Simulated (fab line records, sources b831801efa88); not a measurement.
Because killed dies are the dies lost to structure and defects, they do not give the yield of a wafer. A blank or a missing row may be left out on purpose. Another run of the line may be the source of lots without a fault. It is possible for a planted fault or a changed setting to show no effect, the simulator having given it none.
Which tool was responsible? + flow gf180mcu + 33 wafers from 11 lots sampled at 4 of the route's 602 steps

## WHAT EACH GAUGE READ, for each wafer
GF_V2_RS_MEAS_24: measurement is done with a four-point probe.
| lot  | measured     | on            | V2_W_RS (ohm/sq)  |
|------|--------------|---------------|-------------------|
| L801 | day 21 04:02 | film_metro-03 | 0.319 0.324 0.327 |
| L802 | day 21 19:31 | film_metro-04 | 0.330 0.327 0.325 |
| L803 | day 21 21:10 | film_metro-04 | 0.317 0.321 0.325 |
| L805 | day 22 23:59 | film_metro-01 | 0.328 0.323 0.328 |
| L807 | day 23 06:09 | film_metro-04 | 0.325 0.328 0.324 |
| L810 | day 24 14:46 | film_metro-03 | 0.247 0.324 0.333 |
| L812 | day 25 04:32 | film_metro-03 | 0.254 0.324 0.331 |
| L820 | day 27 06:53 | film_metro-04 | 0.328 0.327 0.324 |
| L821 | day 27 17:17 | film_metro-01 | 0.322 0.333 0.336 |
| L822 | day 27 19:31 | film_metro-03 | 0.333 0.335 0.321 |
| L823 | day 28 00:50 | film_metro-01 | 0.318 0.324 0.317 |

## WHICH TOOL RAN EACH LOT (tool, then ch and the chambers of the sampled wafers, then the start)
| lot  | GF_M1_METAL_ETCH_16               | GF_M2_SPUTTER_03             | GF_V2_CVD_23                  |
|------|-----------------------------------|------------------------------|-------------------------------|
| L801 | rie_metal-01 ch 0,1, day 17 21:09 | pvd_sputter-01, day 19 00:31 | cvd_w-01 ch 0,1, day 21 03:55 |
| L802 | rie_metal-04 ch 1, day 18 12:59   | pvd_sputter-01, day 19 16:53 | cvd_w-02 ch 0,1, day 21 19:23 |
| L803 | rie_metal-01 ch 1, day 18 14:56   | pvd_sputter-03, day 19 18:30 | cvd_w-01 ch 0,1, day 21 21:02 |
| L805 | rie_metal-04 ch 1, day 19 18:47   | pvd_sputter-03, day 20 22:45 | cvd_w-01 ch 0,1, day 22 23:53 |
| L807 | rie_metal-04 ch 0,1, day 20 00:40 | pvd_sputter-04, day 21 04:20 | cvd_w-02 ch 0,1, day 23 06:02 |
| L810 | rie_metal-04 ch 0, day 21 11:58   | pvd_sputter-03, day 22 14:54 | cvd_w-01 ch 0,1, day 24 14:39 |
| L812 | rie_metal-02 ch 0,1, day 22 03:43 | pvd_sputter-01, day 23 06:27 | cvd_w-01 ch 0,1, day 25 04:24 |
| L820 | rie_metal-01 ch 0,1, day 24 09:35 | pvd_sputter-03, day 25 10:29 | cvd_w-02 ch 0,1, day 27 06:47 |
| L821 | rie_metal-01 ch 0,1, day 24 21:44 | pvd_sputter-01, day 25 22:24 | cvd_w-01 ch 0,1, day 27 17:09 |
| L822 | rie_metal-01 ch 0,1, day 24 23:17 | pvd_sputter-04, day 26 00:04 | cvd_w-01 ch 0,1, day 27 19:23 |
| L823 | rie_metal-01 ch 0, day 25 05:29   | pvd_sputter-03, day 26 05:28 | cvd_w-01 ch 0, day 28 00:43   |
- GF_M1_METAL_ETCH_16: etches the open film in Cl2/BCl3, stops on SiO2, target depth 750.8 nm, time 125.1 s.
- GF_M2_SPUTTER_03: material Ti, target thk 10 nm, time 6.7 s.
- GF_V2_CVD_23: deposits W, target thk 350 nm, time 104.94 s.

## THE ANSWER, worked out from the rows above alone
Rule: the usual values come from the lots themselves. Put in order of their means at a reading, lots are off if they are a third of the lots or fewer, leave a main group of 4 or more, and stand apart from it by a gap of 3 or more times the standard deviation of the main group's means; of several such gaps the widest counts. A main group is skipped when, at the precision printed for the reading in the tables above, its means are all equal. A lot without any number at a reading at which 4 lots or more have one is off too. The other lots that the step has rows for count as sound.
Off: L810, L812, seen at GF_V2_RS_MEAS_24 (V2_W_RS). The main group: mean 0.326 ohm/sq, standard deviation 0.0034.
If a tool, at a process step before that reading, ran all the lots that are off and no sound lot after the first of them, it fits. The gauges at GF_V2_RS_MEAS_24 are tried like those tools. Of those tried, none fits.

## WHAT THE SIMULATOR HAD PUT IN
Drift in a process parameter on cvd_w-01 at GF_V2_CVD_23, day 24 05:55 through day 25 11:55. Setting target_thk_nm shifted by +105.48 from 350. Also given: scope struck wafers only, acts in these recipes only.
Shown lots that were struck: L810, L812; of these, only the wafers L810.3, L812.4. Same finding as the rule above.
